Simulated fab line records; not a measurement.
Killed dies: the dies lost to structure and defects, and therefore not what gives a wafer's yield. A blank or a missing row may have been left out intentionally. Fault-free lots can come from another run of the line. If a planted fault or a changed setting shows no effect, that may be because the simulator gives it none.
Matching of chambers | flow sky130 | 4 sister chambers for SKY_VIA1_ETCH_14 on rie-diel-02
The step etches BARC in N2/H2, stops on SiO2, time 45.9 s, target depth 60 nm. 24 wafers are shown with their chamber, then 12 later ones without.

== WAFERS PAIRED WITH THEIR CHAMBERS ==
wafer  | chamber | drypump-motor-current-A (A) | throttle-valve-pct (%) | oes-product-au (a.u.)
L075.4 | 1       | 5.7                         | 13.220                 | 0.853
L075.5 | 1       | 5.8                         | 13.224                 | 0.851
L075.6 | 2       | 6.1                         | 13.232                 | 0.854
L076.3 | 0       | 6.2                         | 13.215                 | 0.855
L076.4 | 3       | 6.5                         | 13.231                 | 0.849
L076.6 | 2       | 6.2                         | 13.225                 | 0.861
L078.1 | 1       | 5.7                         | 13.224                 | 0.855
L078.2 | 0       | 6.2                         | 13.227                 | 0.852
L078.4 | 2       | 6.1                         | 13.223                 | 0.856
L083.2 | 1       | 5.7                         | 13.223                 | 0.849
L083.3 | 0       | 6.2                         | 13.221                 | 0.852
L083.6 | 0       | 6.2                         | 13.212                 | 0.859
L085.1 | 2       | 6.0                         | 13.229                 | 0.856
L085.2 | 3       | 6.5                         | 13.220                 | 0.848
L085.6 | 1       | 5.7                         | 13.224                 | 0.861
L086.1 | 1       | 5.8                         | 13.229                 | 0.864
L086.3 | 0       | 6.2                         | 13.221                 | 0.858
L086.5 | 1       | 5.7                         | 13.232                 | 0.857
L088.1 | 1       | 5.7                         | 13.246                 | 0.852
L088.2 | 3       | 6.5                         | 13.228                 | 0.861
L088.3 | 2       | 6.2                         | 13.227                 | 0.855
L089.2 | 1       | 5.7                         | 13.231                 | 0.858
L089.4 | 0       | 6.1                         | 13.219                 | 0.852
L089.6 | 2       | 6.0                         | 13.235                 | 0.858

SIGNATURES (means of the wafers above)
reading                 | chamber 0 | chamber 1 | chamber 2 | chamber 3 | scatter within a chamber
drypump-motor-current-A | 6.183     | 5.722     | 6.100     | 6.500     | 0.0565
throttle-valve-pct      | 13.21917  | 13.22811  | 13.22850  | 13.22633  | 0.00628
oes-product-au          | 0.85467   | 0.85556   | 0.85667   | 0.85267   | 0.00436
Rule: a wafer lies at a distance from a chamber equal to the root of the sum of squares, over the readings, of (its reading less the chamber's mean, divided by the reading's scatter). If the next closest chamber is less than 2 further off than the closest, the wafer can't be placed; otherwise it belongs to the closest. The scatter: take each reading less its chamber's mean, square it, sum over the shown wafers, divide by the number of wafers less the number of chambers, and take the root.

== WAFERS WHOSE CHAMBER IS MISSING ==
wafer  | drypump-motor-current-A (A) | throttle-valve-pct (%) | oes-product-au (a.u.)
L090.1 | 6.1                         | 13.231                 | 0.857
L090.5 | 5.7                         | 13.227                 | 0.856
L090.6 | 6.2                         | 13.233                 | 0.851
L092.1 | 6.5                         | 13.235                 | 0.861
L092.3 | 5.8                         | 13.216                 | 0.846
L092.4 | 6.2                         | 13.230                 | 0.850
L097.1 | 6.1                         | 13.219                 | 0.849
L097.3 | 5.8                         | 13.220                 | 0.850
L097.5 | 6.1                         | 13.224                 | 0.850
L096.3 | 6.1                         | 13.231                 | 0.858
L096.4 | 6.1                         | 13.226                 | 0.856
L096.5 | 5.7                         | 13.234                 | 0.847

== EACH ONE'S CHAMBER ==
wafer  | from the rows above     | in truth
L090.1 | 2                       | 2
L090.5 | 1                       | 1
L090.6 | can't be placed: 2 or 0 | 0
L092.1 | 3                       | 3
L092.3 | 1                       | 1
L092.4 | can't be placed: 0 or 2 | 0
L097.1 | can't be placed: 0 or 2 | 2
L097.3 | 1                       | 1
L097.5 | can't be placed: 2 or 0 | 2
L096.3 | 2                       | 2
L096.4 | can't be placed: 2 or 0 | 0
L096.5 | 1                       | 1
7 of 12 placed correctly. Not placeable from these rows: 5 (in 5, the candidates include the true chamber). Placed wrongly: 0.
